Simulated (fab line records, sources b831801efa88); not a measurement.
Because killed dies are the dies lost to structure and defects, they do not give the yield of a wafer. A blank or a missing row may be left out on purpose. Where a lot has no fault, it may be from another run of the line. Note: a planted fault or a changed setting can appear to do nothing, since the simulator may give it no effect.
Lot-split experiment + flow sfq_line + 23 wafers read across 5 lots, on a route 325 steps long

== ABOUT THE SPLIT ==
At SFQ_TRILAYER_M0_LITHO_COAT_021 (resist thk 600 nm), the setting spin_rpm was moved away from the recipe's 3000 rpm on 7 of the 23 wafers read, by -6.3% to +3.6%. For the rest of the wafers, this setting stayed at what the recipe calls for.

== FROM THE SPLIT TO THE READING: what the file shows between them, 2 steps ==
- SFQ_TRILAYER_M0_LITHO_PEB_024: peb time 60 s (also split here: peb_time_s)
- SFQ_TRILAYER_M0_LITHO_DEVELOP_023: time 60 s

== THE READING ==
KrF_of_TRILAYER_M0_LITHO_COAT_021.thk_nm (the simulator's own value, which no gauge read), in nm, at SFQ_TRILAYER_M0_BARC_OPEN_METAL_ETCH_031 (etches BARC in O2, target depth 125 nm, time 41.7 s). No usual value for it is given in the file. Here, 16 wafers ran the recipe; their average is 525.6 nm with a standard deviation of 2 nm.

| wafer  | tool, chamber at the split | spin_rpm as run, rpm | against the recipe | KrF_of_TRILAYER_M0_LITHO_COAT_021.thk_nm, nm | against lot-mates on the recipe |
|--------|----------------------------|----------------------|--------------------|----------------------------------------------|---------------------------------|
| L079.2 | litho_track-04, 0          | 3000                 | recipe             | 524                                          | -                               |
| L079.3 | litho_track-04, 0          | 3000                 | recipe             | 526.2                                        | -                               |
| L079.4 | litho_track-04, 0          | 3000                 | recipe             | 524.6                                        | -                               |
| L079.5 | litho_track-04, 0          | 3000                 | recipe             | 525                                          | -                               |
| L079.6 | litho_track-04, 0          | 3000                 | recipe             | 526.3                                        | -                               |
| L081.3 | litho_track-02, 0          | 3000                 | recipe             | 529.3                                        | -                               |
| L081.5 | litho_track-02, 0          | 3000                 | recipe             | 527                                          | -                               |
| L081.6 | litho_track-02, 0          | 3000                 | recipe             | 528.4                                        | -                               |
| L083.1 | litho_track-04, 0          | 3000                 | recipe             | 528.6                                        | -                               |
| L083.2 | litho_track-04, 0          | 3000                 | recipe             | 525.7                                        | -                               |
| L083.4 | litho_track-04, 0          | 2822                 | -5.9%              | 547.4                                        | +20.5                           |
| L083.5 | litho_track-04, 0          | 2822                 | -5.9%              | 546.6                                        | +19.7                           |
| L083.6 | litho_track-04, 0          | 3000                 | recipe             | 526.5                                        | -                               |
| L084.1 | litho_track-02, 0          | 3000                 | recipe             | 525                                          | -                               |
| L084.2 | litho_track-02, 0          | 2810                 | -6.3%              | 543.1                                        | +19.3                           |
| L084.3 | litho_track-02, 0          | 3000                 | recipe             | 522.3                                        | -                               |
| L084.4 | litho_track-02, 0          | 3000                 | recipe             | 524.2                                        | -                               |
| L084.6 | litho_track-02, 0          | 2810                 | -6.3%              | 543.8                                        | +20.0                           |
| L085.1 | litho_track-02, 0          | 3000                 | recipe             | 523                                          | -                               |
| L085.2 | litho_track-02, 0          | 3109                 | +3.6%              | 514.4                                        | -8.8                            |
| L085.3 | litho_track-02, 0          | 3000                 | recipe             | 523.3                                        | -                               |
| L085.4 | litho_track-02, 0          | 3109                 | +3.6%              | 514.3                                        | -8.9                            |
| L085.5 | litho_track-02, 0          | 3109                 | +3.6%              | 512.2                                        | -10.9                           |

FIT RESULTS
A straight line over all 23 wafers: KrF_of_TRILAYER_M0_LITHO_COAT_021.thk_nm changes by -3.21 nm for each +1% of spin_rpm; r = -0.98; the points scatter about the line by 2.1 nm.
The same after taking each lot's own level away (the mean of its wafers on the recipe; 23 wafers): -3.08 nm for each +1%; r = -0.99; scatter 1.2 nm.
That fit puts the effect of the largest move of spin_rpm on the reading at 19 nm.
From 523.15 to 528.23 nm: that is the span of the lots' own levels, equal to 2.6 times the standard deviation above.
Hence the lot-to-lot level has little effect on the slope; both slopes agree.
Check: with one of the wafers moved furthest among these (-6.3%) left out of the fit, the line predicts +20 nm for it against its lot-mates. It came out at +19.3 nm against them.

== THESE WAFERS: OTHER SPLITS ==
These wafers also went through other splits before the reading. Each is held against what the fit with the lots' levels taken away leaves over:
| other split on the same wafers                   | wafers away from the commonest value | r with KrF_of_TRILAYER_M0_LITHO_COAT_021.thk_nm (lot level and that fit taken away) |
|--------------------------------------------------|--------------------------------------|-------------------------------------------------------------------------------------|
| SFQ_TRILAYER_INCOMING_OXIDATION_002 temp_c       | 15                                   | -0.10                                                                               |
| SFQ_TRILAYER_L0_LITHO_COAT_005 resist_thk_nm     | 10                                   | +0.15                                                                               |
| SFQ_TRILAYER_L0_VIA_LITHO_COAT_013 resist_thk_nm | 8                                    | +0.23                                                                               |
| SFQ_TRILAYER_L0_VIA_ETCH_VIA_ETCH_016 bias_w     | 10                                   | +0.18                                                                               |
| SFQ_TRILAYER_M0_LITHO_PEB_024 peb_time_s         | 9                                    | -0.13                                                                               |

== THE WHOLE CHAIN: every reading that the file lists as answering this split, in the file's order ==
| step                                     | what it does                                        | reading                                                                                   | change (the file's fit)              | r (the file's) |
|------------------------------------------|-----------------------------------------------------|-------------------------------------------------------------------------------------------|--------------------------------------|----------------|
| SFQ_TRILAYER_M0_LITHO_COAT_021           | resist thk 600 nm                                   | KrF_of_TRILAYER_M0_LITHO_COAT_021.thk_nm (the simulator's own value, which no gauge read) | -3.23 nm for each +1% of the setting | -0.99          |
| SFQ_TRILAYER_M0_BARC_OPEN_METAL_ETCH_031 | etches BARC in O2, target depth 125 nm, time 41.7 s | KrF_of_TRILAYER_M0_LITHO_COAT_021.thk_nm (the simulator's own value, which no gauge read) | -3.14 nm for each +1% of the setting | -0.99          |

== FILE'S OWN FIT ==
KrF_of_TRILAYER_M0_LITHO_COAT_021.thk_nm changes by -3.14 nm for each +1% of spin_rpm, r = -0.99.
